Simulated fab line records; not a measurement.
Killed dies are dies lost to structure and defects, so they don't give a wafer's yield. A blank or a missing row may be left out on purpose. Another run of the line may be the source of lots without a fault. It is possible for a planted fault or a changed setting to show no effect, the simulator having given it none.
Matching of chambers / flow gf180mcu / GF_CONTACT_CMP_27 on cmp-02 has 4 sister chambers
The step polishes, stops on SiO2, t overpolish 15 s, target thk 0 nm. 18 wafers are shown with their chamber, then 9 later ones without.

EACH WAFER AND ITS CHAMBER
wafer=L918.1; chamber=3; motor_current_A (A)=10.0; time_to_endpoint_s (s)=60; overpolish_run_s (s)=15.005
wafer=L918.4; chamber=0; motor_current_A (A)=10.2; time_to_endpoint_s (s)=71; overpolish_run_s (s)=14.999
wafer=L918.6; chamber=1; motor_current_A (A)=11.5; time_to_endpoint_s (s)=68; overpolish_run_s (s)=14.989
wafer=L919.1; chamber=1; motor_current_A (A)=11.5; time_to_endpoint_s (s)=69; overpolish_run_s (s)=14.993
wafer=L919.2; chamber=2; motor_current_A (A)=11.7; time_to_endpoint_s (s)=71; overpolish_run_s (s)=14.998
wafer=L919.5; chamber=0; motor_current_A (A)=10.9; time_to_endpoint_s (s)=74; overpolish_run_s (s)=14.997
wafer=L920.1; chamber=3; motor_current_A (A)=10.4; time_to_endpoint_s (s)=60; overpolish_run_s (s)=15.013
wafer=L920.3; chamber=1; motor_current_A (A)=10.6; time_to_endpoint_s (s)=63; overpolish_run_s (s)=14.991
wafer=L920.6; chamber=1; motor_current_A (A)=11.5; time_to_endpoint_s (s)=66; overpolish_run_s (s)=14.998
wafer=L924.1; chamber=0; motor_current_A (A)=10.3; time_to_endpoint_s (s)=73; overpolish_run_s (s)=14.998
wafer=L924.2; chamber=3; motor_current_A (A)=10.1; time_to_endpoint_s (s)=62; overpolish_run_s (s)=14.993
wafer=L924.6; chamber=0; motor_current_A (A)=10.5; time_to_endpoint_s (s)=74; overpolish_run_s (s)=15.009
wafer=L933.3; chamber=1; motor_current_A (A)=11.1; time_to_endpoint_s (s)=72; overpolish_run_s (s)=14.995
wafer=L933.4; chamber=0; motor_current_A (A)=10.6; time_to_endpoint_s (s)=76; overpolish_run_s (s)=15.001
wafer=L933.6; chamber=2; motor_current_A (A)=12.5; time_to_endpoint_s (s)=75; overpolish_run_s (s)=15.009
wafer=L938.1; chamber=2; motor_current_A (A)=12.8; time_to_endpoint_s (s)=71; overpolish_run_s (s)=15.014
wafer=L938.2; chamber=3; motor_current_A (A)=10.0; time_to_endpoint_s (s)=66; overpolish_run_s (s)=14.989
wafer=L938.6; chamber=0; motor_current_A (A)=10.8; time_to_endpoint_s (s)=73; overpolish_run_s (s)=15.003

SIGNATURES (averages over the wafers above)
reading=motor_current_A; chamber 0=10.550; chamber 1=11.240; chamber 2=12.333; chamber 3=10.125; scatter within a chamber=0.355
reading=time_to_endpoint_s; chamber 0=73.50; chamber 1=67.60; chamber 2=72.33; chamber 3=62.00; scatter within a chamber=2.58
reading=overpolish_run_s; chamber 0=15.00117; chamber 1=14.99320; chamber 2=15.00700; chamber 3=15.00000; scatter within a chamber=0.00678
Rule: distance of a wafer from a chamber = root of the sum over the readings of ((wafer's reading minus chamber's mean) / reading's scatter) squared. If the next closest chamber is less than 2 further off than the closest, the wafer can't be placed; otherwise it belongs to the closest. The scatter: take each reading less its chamber's mean, square it, sum over the shown wafers, divide by the number of wafers less the number of chambers, and take the root.

WAFERS MISSING THEIR CHAMBER
wafer=L939.1; motor_current_A (A)=11.1; time_to_endpoint_s (s)=69; overpolish_run_s (s)=15.012
wafer=L939.4; motor_current_A (A)=10.0; time_to_endpoint_s (s)=61; overpolish_run_s (s)=14.995
wafer=L939.6; motor_current_A (A)=10.5; time_to_endpoint_s (s)=72; overpolish_run_s (s)=15.003
wafer=L940.1; motor_current_A (A)=12.0; time_to_endpoint_s (s)=65; overpolish_run_s (s)=14.996
wafer=L940.2; motor_current_A (A)=9.7; time_to_endpoint_s (s)=58; overpolish_run_s (s)=15.005
wafer=L940.6; motor_current_A (A)=11.1; time_to_endpoint_s (s)=67; overpolish_run_s (s)=14.993
wafer=L941.4; motor_current_A (A)=11.0; time_to_endpoint_s (s)=64; overpolish_run_s (s)=14.987
wafer=L941.5; motor_current_A (A)=11.7; time_to_endpoint_s (s)=65; overpolish_run_s (s)=15.004
wafer=L941.6; motor_current_A (A)=9.8; time_to_endpoint_s (s)=61; overpolish_run_s (s)=15.006

CHAMBER TAKEN BY EACH
wafer=L939.1; from the rows above=can't be placed: 0 or 1 or 2 or 3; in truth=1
wafer=L939.4; from the rows above=3; in truth=3
wafer=L939.6; from the rows above=0; in truth=0
wafer=L940.1; from the rows above=can't be placed: 1 or 2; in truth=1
wafer=L940.2; from the rows above=3; in truth=3
wafer=L940.6; from the rows above=1; in truth=1
wafer=L941.4; from the rows above=can't be placed: 1 or 3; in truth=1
wafer=L941.5; from the rows above=can't be placed: 1 or 2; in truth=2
wafer=L941.6; from the rows above=3; in truth=3
Placed correctly: 5 of 9. Not placeable from these rows: 4 (in 4, the candidates include the true chamber). Placed wrongly: 0.
